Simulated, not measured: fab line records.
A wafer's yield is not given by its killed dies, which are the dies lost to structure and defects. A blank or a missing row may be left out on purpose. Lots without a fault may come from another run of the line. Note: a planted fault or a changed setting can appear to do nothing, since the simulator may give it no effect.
Check of tool commonality / flow sky130 / 36 wafers sampled across 12 lots

== THE REASON FOR OPENING IT ==
SKY_SONOS_ONO_THK_MEAS_01, reading SONOS_ONO_OXIDATION_THK: flagged on 3 of 12 lots. Wafers without a fault read 2.61 nm, standard deviation 0.063.
Rule: flag the lot when none of its wafers has a number, or when each of its wafers that has one lies beyond 4 standard deviations from that mean. All remaining lots are regarded as sound.

lot=L644; measured=day 12 00:46; on=film metro-03; SONOS_ONO_OXIDATION_THK (nm), wafer by wafer=2.71 2.68 2.73; flag=
lot=L646; measured=day 12 11:40; on=film metro-03; SONOS_ONO_OXIDATION_THK (nm), wafer by wafer=2.64 2.63 2.56; flag=
lot=L648; measured=day 13 12:34; on=film metro-02; SONOS_ONO_OXIDATION_THK (nm), wafer by wafer=4.50 4.46 4.50; flag=FLAGGED
lot=L649; measured=day 13 12:46; on=film metro-03; SONOS_ONO_OXIDATION_THK (nm), wafer by wafer=2.58 2.68 2.65; flag=
lot=L652; measured=day 14 16:02; on=film metro-02; SONOS_ONO_OXIDATION_THK (nm), wafer by wafer=4.47 4.45 4.36; flag=FLAGGED
lot=L653; measured=day 14 18:26; on=film metro-01; SONOS_ONO_OXIDATION_THK (nm), wafer by wafer=4.35 4.31 4.31; flag=FLAGGED
lot=L658; measured=day 16 12:59; on=film metro-03; SONOS_ONO_OXIDATION_THK (nm), wafer by wafer=2.66 2.71 2.63; flag=
lot=L659; measured=day 16 23:30; on=film metro-01; SONOS_ONO_OXIDATION_THK (nm), wafer by wafer=2.55 2.52 2.59; flag=
lot=L661; measured=day 17 14:01; on=film metro-01; SONOS_ONO_OXIDATION_THK (nm), wafer by wafer=2.51 2.52 2.49; flag=
lot=L662; measured=day 18 02:19; on=film metro-03; SONOS_ONO_OXIDATION_THK (nm), wafer by wafer=2.68 2.64 2.60; flag=
lot=L665; measured=day 19 01:24; on=film metro-01; SONOS_ONO_OXIDATION_THK (nm), wafer by wafer=2.60 2.61 2.58; flag=
lot=L666; measured=day 19 04:17; on=film metro-03; SONOS_ONO_OXIDATION_THK (nm), wafer by wafer=2.48 2.50 2.47; flag=
Average over the flagged lots: 4.41 nm; offset from the usual +1.80 nm, equal to +29 standard deviations.

== LOT BY LOT: THE TOOL USED ==
The record holds 1 process step before the reading, out of a route of 708 steps. Each cell gives the tool, then ch followed by the chambers the sampled wafers passed through, then the start.
lot=L644; flag=; SKY_SONOS_ONO_OXIDATION_00=furnace-02 ch 0, day 11 23:25
lot=L646; flag=; SKY_SONOS_ONO_OXIDATION_00=furnace-01 ch 0, day 12 10:19
lot=L648; flag=FLAGGED; SKY_SONOS_ONO_OXIDATION_00=furnace-02 ch 0, day 13 08:42
lot=L649; flag=; SKY_SONOS_ONO_OXIDATION_00=furnace-02 ch 0, day 13 11:24
lot=L652; flag=FLAGGED; SKY_SONOS_ONO_OXIDATION_00=furnace-01 ch 0, day 14 13:00 and furnace-02 ch 0, day 14 14:41
lot=L653; flag=FLAGGED; SKY_SONOS_ONO_OXIDATION_00=furnace-01 ch 0, day 14 14:20
lot=L658; flag=; SKY_SONOS_ONO_OXIDATION_00=furnace-02 ch 0, day 16 11:38
lot=L659; flag=; SKY_SONOS_ONO_OXIDATION_00=furnace-01 ch 0, day 16 22:08
lot=L661; flag=; SKY_SONOS_ONO_OXIDATION_00=furnace-02 ch 0, day 17 12:38
lot=L662; flag=; SKY_SONOS_ONO_OXIDATION_00=furnace-02 ch 0, day 18 00:56
lot=L665; flag=; SKY_SONOS_ONO_OXIDATION_00=furnace-01 ch 0, day 19 00:02
lot=L666; flag=; SKY_SONOS_ONO_OXIDATION_00=furnace-01 ch 0, day 19 02:55
These steps, and what they do:
- SKY_SONOS_ONO_OXIDATION_00: stabilise 600 s, purge 300 s, target thk 2.6 nm.
- SKY_SONOS_ONO_THK_MEAS_01

== FLAGGED OVER TOTAL, TOOL BY TOOL (the gauges that took the reading come last) ==
step=SKY_SONOS_ONO_OXIDATION_00; tool=furnace-01; lots run=6; flagged=2; share of the flagged lots=some; sound lots run after its first flagged lot=3 (L659,L665,L666)
step=SKY_SONOS_ONO_OXIDATION_00; tool=furnace-02; lots run=7; flagged=2; share of the flagged lots=some; sound lots run after its first flagged lot=4 (L649,L658,L661,L662)
step=SKY_SONOS_ONO_THK_MEAS_01; tool=film metro-01; lots run=4; flagged=1; share of the flagged lots=some; sound lots run after its first flagged lot=3 (L659,L661,L665)
step=SKY_SONOS_ONO_THK_MEAS_01; tool=film metro-02; lots run=2; flagged=2; share of the flagged lots=some; sound lots run after its first flagged lot=0
step=SKY_SONOS_ONO_THK_MEAS_01; tool=film metro-03; lots run=6; flagged=0; share of the flagged lots=none; sound lots run after its first flagged lot=-

== WHAT THE TABLE ALLOWS ==
No row of the table ran every flagged lot.

== WHAT THE SIMULATOR PUT IN ==
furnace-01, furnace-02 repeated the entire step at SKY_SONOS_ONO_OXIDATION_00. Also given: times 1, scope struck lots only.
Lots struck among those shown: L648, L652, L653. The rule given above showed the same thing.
